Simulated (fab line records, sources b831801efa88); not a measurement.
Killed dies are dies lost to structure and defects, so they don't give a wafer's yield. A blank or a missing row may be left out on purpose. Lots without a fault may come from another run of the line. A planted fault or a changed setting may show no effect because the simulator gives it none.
A struck lot beside a sound one | flow sky130 | 15 steps out of a route of 708
Sound: wafers L210.1, L210.2, L210.6. Struck: wafers L215.2, L215.3. (L215.6 of the same lot was not struck and is left out.) The cause comes at the end.
At each step with rows: each side's tool, then ch and its chambers, then its first start. Under that, the readings that differ: sound wafers | struck wafers | difference of the means | sigmas: that difference in standard deviations of wafers without a fault.
alike: readings whose means differ by less than 2 such deviations, and words and numbers that are the same on both sides. not compared: withheld readings, readings that some wafer has no value for, bounds like >300 that may hide the same value, and numbers for which the record gives no deviation and whose values overlap.
The two part at a step that has a row with sigmas, a row that says differs or no value, or rows on one side only. Numbers that don't overlap but have no deviation are shown without sigmas and don't part them. A reading that every wafer of one side lacks parts them only if that side has two wafers or more.

SKY_CAP2M_THK_MEAS_01:
  sound on film_metro-03, day 41 21:20; struck on film_metro-03, day 43 20:35
  alike: CAP2M_CVD_00_THK
SKY_CAP2M_SPUTTER_02: material TiN, target thk 200 nm, time 166.7 s.
  sound on pvd_sputter-03, day 41 21:23; struck on pvd_sputter-01, day 43 20:38
  alike: chamber_pressure_pa, throttle_valve_pct
SKY_CAP2M_RS_MEAS_03: measures by four-point-probe.
  sound on film_metro-04, day 41 21:30; struck on film_metro-01, day 43 20:45
  alike: CAP2M_TIN_RS
SKY_CAP2M_THK_MEAS_04: measures by xrf.
  sound on film_metro-04, day 41 21:37; struck on film_metro-01, day 43 20:52
  alike: CAP2M_TIN_THK
then, 7 steps without rows for these wafers: SKY_CAP2M_DEHYDRATE_05 (time 60 s); SKY_CAP2M_HMDS_06 (prime time 60 s); SKY_CAP2M_COAT_07 (resist thk 1140 nm); SKY_CAP2M_SOFTBAKE_08 (time 60 s); SKY_CAP2M_EXPOSE_09 (exposes mask CAP2M, target cd 1000 nm); SKY_CAP2M_PEB_10; SKY_CAP2M_DEVELOP_11 (develop time 60 s).
SKY_CAP2M_OVL_MEAS_12:
  sound on overlay-01, day 42 20:16; struck on overlay-01, day 44 18:10
  alike: CAP2M_OVL
SKY_CAP2M_METAL_ETCH_13: etches TiN in Cl2/BCl3, stops on SiO2, target depth 220 nm, time 62.9 s.
  sound on rie_metal-01 ch 0,1, day 42 20:19; struck on rie_metal-04 ch 1, day 44 18:11
  reading                                    | sound                | struck        | difference | sigmas
  drypump_motor_current_A (A)                | 6.2 6.4 6.2          | 5.1 5.1       | -1.2       | -3
  oes_product_au (a.u.)                      | 0.939 0.933 0.946    | 1.002 1.000   | +0.062     | +8
  run_length_s (s)                           | 91.2 90.7 90.3       | 86.4 86.8     | -4.1       | -10
  throttle_valve_pct (%)                     | 21.885 21.917 21.899 | 21.869 21.869 | -0.031     | -3
  model.NOVOLAK_of_CAP2M_COAT_07.thk_nm (nm) | 1001 998.6 1001      | 995.6 994.4   | -5.2       |
  alike: mfc_cl2_sccm
  not compared: rf_hours_counter_h
SKY_CAP2M_STRIP_14: strips in O2/N2.
  sound on plasma_asher-04 ch 0,1, day 42 20:23; struck on plasma_asher-02 ch 0,1, day 44 18:16
  alike: drypump_motor_current_A, oes_product_au, strip_time_to_endpoint_s
  not compared: rf_hours_counter_h
SKY_PAD_OPEN_PROBE_99:
  the record has rows for the sound wafers here (prober-02, day 47 14:22) and none for the struck ones

WHERE THEY PART
First at SKY_CAP2M_METAL_ETCH_13; last, within this record, at SKY_PAD_OPEN_PROBE_99.

WHY: what the simulator had put in
Process parameter drift: rie_metal-04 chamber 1, from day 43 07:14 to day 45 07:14, at SKY_CAP2M_METAL_ETCH_13. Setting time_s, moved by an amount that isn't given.
